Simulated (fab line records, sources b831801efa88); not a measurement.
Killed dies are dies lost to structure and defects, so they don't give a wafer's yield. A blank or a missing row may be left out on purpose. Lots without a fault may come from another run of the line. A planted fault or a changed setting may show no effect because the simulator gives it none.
Chamber matching | flow sky130 | SKY_VIA3_ETCH_15 on rie_diel-04: 3 sister chambers
The step etches SiO2 in C4F8/O2/Ar, stops on TiN, target depth 507 nm, time 78 s. 6 wafers are shown with their chamber, then 7 later ones without.

WAFERS WITH THEIR CHAMBER
wafer  | chamber | oes_product_au (a.u.)
L543.6 | 2       | 0.950
L544.1 | 0       | 0.945
L544.3 | 3       | 0.944
L544.5 | 2       | 0.941
L547.2 | 3       | 0.933
L547.4 | 0       | 0.948

WAFERS WITHOUT THEIR CHAMBER
wafer  | oes_product_au (a.u.)
L547.5 | 0.940
L548.2 | 0.952
L548.3 | 0.942
L548.5 | 0.950
L551.2 | 0.940
L551.3 | 0.946
L551.6 | 0.942

WHICH CHAMBER EACH WENT THROUGH
wafer  | from the rows above          | in truth
L547.5 | can't be placed: 3 or 2 or 0 | 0
L548.2 | can't be placed: 0 or 2 or 3 | 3
L548.3 | can't be placed: 3 or 2 or 0 | 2
L548.5 | can't be placed: 0 or 2 or 3 | 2
L551.2 | can't be placed: 3 or 2 or 0 | 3
L551.3 | can't be placed: 0 or 2 or 3 | 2
L551.6 | can't be placed: 3 or 2 or 0 | 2
Placed correctly: 0 of 7. Can't be placed from these rows: 7 (the true chamber is among the candidates in 7). Placed wrongly: 0.
How it was worked out, from the rows above alone: a wafer's distance from a chamber is the root of the sum, over the readings, of the square of ((its reading less the chamber's mean) divided by the reading's scatter). The wafer belongs to the nearest chamber; if the next one is less than 2 further off, it can't be placed. A chamber's mean is the mean of its shown wafers. The scatter: the root of (the sum of the squares of (reading less its chamber's mean) over the shown wafers, divided by (wafers less chambers)).
